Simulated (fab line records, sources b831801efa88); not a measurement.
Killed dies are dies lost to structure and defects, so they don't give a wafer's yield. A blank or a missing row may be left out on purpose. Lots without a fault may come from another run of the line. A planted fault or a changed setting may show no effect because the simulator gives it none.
Which tool did it? | flow sky130 | 12 lots, 36 wafers sampled, at 4 steps of a route of 708

WHAT THE GAUGES READ, wafer by wafer
SKY_FIELD_ISO_THK_MEAS_04.
lot  | measured    | on            | FIELD_ISO_CVD_03_THK (nm)
L101 | day 1 20:34 | film_metro-02 | 162.2 162.7 162.0
L102 | day 2 02:41 | film_metro-03 | 164.3 166.0 164.8
L103 | day 2 06:47 | film_metro-03 | 164.0 162.4 163.5
L104 | day 2 11:31 | film_metro-02 | 161.9 163.3 165.0
L105 | day 2 14:31 | film_metro-02 | 165.3 165.2 166.0
L106 | day 2 21:46 | film_metro-02 | 165.3 165.3 165.8
L107 | day 3 01:49 | film_metro-03 | 163.8 163.4 163.5
L110 | day 3 16:26 | film_metro-03 | 164.3 165.8 167.1
L111 | day 3 21:27 | film_metro-02 | 164.8 164.7 166.0
L117 | day 5 03:23 | film_metro-03 | 162.4 162.0 162.5
L119 | day 5 14:00 | film_metro-03 | 160.9 162.6 162.5
L121 | day 5 22:29 | film_metro-02 | 167.7 165.9 165.9

SKY_NWELL_OVL_MEAS_23.
lot  | measured     | on         | NWELL_01_OVL (nm)
L101 | day 5 15:26  | overlay-01 | -0.7 -0.3 -1.2
L102 | day 5 21:50  | overlay-02 | -0.5 -2.9 -2.9
L103 | day 6 01:41  | overlay-02 | -2.6 -1.2 -2.9
L104 | day 6 08:58  | overlay-02 | -2.8 -2.4 -0.8
L105 | day 6 12:20  | overlay-01 | 0.7 0.9 1.5
L106 | day 6 20:29  | overlay-02 | 0.2 0.1 1.1
L107 | day 7 00:41  | overlay-02 | 1.0 -0.8 -0.9
L110 | day 7 19:12  | overlay-02 | -0.7 -2.2 -0.9
L111 | day 7 23:46  | overlay-02 | 0.3 -0.1 0.8
L117 | day 9 14:20  | overlay-01 | 1.8 0.3 -0.6
L119 | day 10 07:39 | overlay-02 | 0.5 2.5 -0.7
L121 | day 10 18:51 | overlay-01 | -0.3 0.0 -0.8

WHICH TOOL RAN EACH LOT (tool, then ch and the chambers of the sampled wafers, then the start)
lot  | SKY_FIELD_ISO_ETCH_17           | SKY_FIELD_ISO_CMP_27
L101 | rie_si-01 ch 0,2,3, day 2 11:52 | cmp-01 ch 0,1,2, day 2 17:11
L102 | rie_si-02 ch 0,2,3, day 2 17:57 | cmp-02 ch 0,1,2, day 2 21:53
L103 | rie_si-01 ch 0,1,2, day 2 21:54 | cmp-02 ch 1,3, day 3 01:43
L104 | rie_si-01 ch 0,1,2, day 3 03:01 | cmp-01 ch 0,1,3, day 3 06:56
L105 | rie_si-02 ch 2,3, day 3 06:13   | cmp-01 ch 0,1, day 3 11:27
L106 | rie_si-01 ch 0,2,3, day 3 14:19 | cmp-01 ch 0,1,2, day 3 17:32
L107 | rie_si-02 ch 0,3, day 3 17:49   | cmp-02 ch 2,3, day 3 22:29
L110 | rie_si-01 ch 0,3, day 4 10:10   | cmp-01 ch 0,1,3, day 4 14:20
L111 | rie_si-01 ch 0,1,3, day 4 14:09 | cmp-01 ch 1,2,3, day 4 17:22
L117 | rie_si-02 ch 1,2, day 5 22:00   | cmp-01 ch 0,2, day 6 01:12
L119 | rie_si-02 ch 0,1,3, day 6 08:48 | cmp-01 ch 0,1,2, day 6 15:01
L121 | rie_si-02 ch 0,1,2, day 6 17:25 | cmp-02 ch 0,3, day 7 03:03
- SKY_FIELD_ISO_ETCH_17: etches Si in HBr/Cl2/O2, target depth 342 nm, time 97.7 s.
- SKY_FIELD_ISO_CMP_27: polishes, stops on Si3N4, t overpolish 16 s, target thk 457.8 nm.

WHAT THE TOOLS THEMSELVES READ (means of the sampled wafers that have a number; where no wafer has one, the mark that the record gives instead)
SKY_FIELD_ISO_ETCH_17.
lot  | tool      | bias_w (W) | drypump_motor_current_A (A) | mfc_cl2_sccm (sccm) | oes_product_au (a.u.) | rf_fwd_power_W (W) | throttle_valve_pct (%)
L101 | rie_si-01 | 150.2      | 5.2                         | 39.95               | 1.006                 | 596.9              | 25.656
L102 | rie_si-02 | 150.2      | 6.2                         | 40.02               | 1.010                 | 597.3              | 25.650
L103 | rie_si-01 | 149.8      | 5.0                         | 40.05               | 0.998                 | 597.8              | 25.664
L104 | rie_si-01 | 150.0      | 5.0                         | 39.97               | 1.002                 | 595.5              | 25.648
L105 | rie_si-02 | 150.1      | 6.1                         | 40.05               | 1.015                 | 597.9              | 25.644
L106 | rie_si-01 | 150.2      | 5.2                         | 39.92               | 1.003                 | 595.6              | 25.653
L107 | rie_si-02 | 150.1      | 6.3                         | 40.00               | 0.996                 | 593.9              | 25.656
L110 | rie_si-01 | 159.0      | 5.2                         | 39.96               | 1.015                 | 596.3              | 25.648
L111 | rie_si-01 | 159.3      | 5.1                         | 40.03               | 1.010                 | 598.1              | 25.648
L117 | rie_si-02 | 150.3      | 6.2                         | 39.96               | 1.008                 | 593.8              | 25.657
L119 | rie_si-02 | 150.1      | 6.2                         | 39.91               | 0.997                 | 595.3              | 25.665
L121 | rie_si-02 | 150.1      | 6.2                         | 39.90               | 1.012                 | 595.2              | 25.646

SKY_FIELD_ISO_CMP_27.
lot  | tool   | head_pressure_psi (psi) | motor_current_A (A) | overpolish_run_s (s) | time_to_endpoint_s (s)
L101 | cmp-01 | 3.996                   | 11.6                | 16.001               | 113
L102 | cmp-02 | 3.991                   | 11.5                | 16.007               | 114
L103 | cmp-02 | 4.004                   | 12.0                | 15.999               | 117
L104 | cmp-01 | 4.001                   | 11.1                | 16.003               | 110
L105 | cmp-01 | 3.999                   | 11.2                | 16.009               | 113
L106 | cmp-01 | 4.000                   | 11.7                | 16.006               | 113
L107 | cmp-02 | 4.006                   | 11.2                | 15.996               | 112
L110 | cmp-01 | 4.001                   | 11.5                | 15.990               | 111
L111 | cmp-01 | 4.004                   | 12.3                | 15.999               | 110
L117 | cmp-01 | 3.998                   | 11.7                | 15.998               | 107
L119 | cmp-01 | 4.006                   | 11.4                | 15.998               | 105
L121 | cmp-02 | 3.992                   | 10.8                | 16.005               | 109

THE ANSWER, worked out from the rows above alone
Rule: what is usual is taken from the lots themselves. Put in order of their means at a reading, lots are off if they are a third of the lots or fewer, leave a main group of 4 or more, and stand apart from it by a gap of 3 or more times the standard deviation of the main group's means; of several such gaps the widest counts. A main group whose means are all the same, to the digits that the tables above print for the reading, isn't used. A lot without any number at a reading at which 4 lots or more have one is off too. The other lots that the step has rows for count as sound. The gauges are gone through in route order, then the tools' own readings, and for those a lot's mean is taken as printed above. The first step at which some lot is off is used, and at that step the reading that is off furthest; a lot without a number counts as furthest.
Off: L110, L111, at SKY_FIELD_ISO_ETCH_17 (bias_w). The main group: mean 150.1 W, standard deviation 0.13.
A tool fits if, at that step or a process step before it, it ran every lot that is off, and no sound lot after the first of them. One fits: rie_si-01 at SKY_FIELD_ISO_ETCH_17. Its last sound lot is L106 (day 3 14:19), its first lot that is off L110 (day 4 10:10): a fault that began between those two fits.
The tool's own readings at SKY_FIELD_ISO_ETCH_17 bear it out: on the lots that are off they differ by more than 5 times the standard deviation of the sound lots' means. bias_w reads 159.2 W there against 150.1 W on the sound lots.

WHAT THE SIMULATOR HAD PUT IN
Process parameter drift: rie_si-01, from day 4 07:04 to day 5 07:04, at SKY_FIELD_ISO_ETCH_17. Setting bias_w, moved by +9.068, from 150. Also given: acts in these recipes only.
Lots struck among those shown: L110, L111. The rule above found the same.
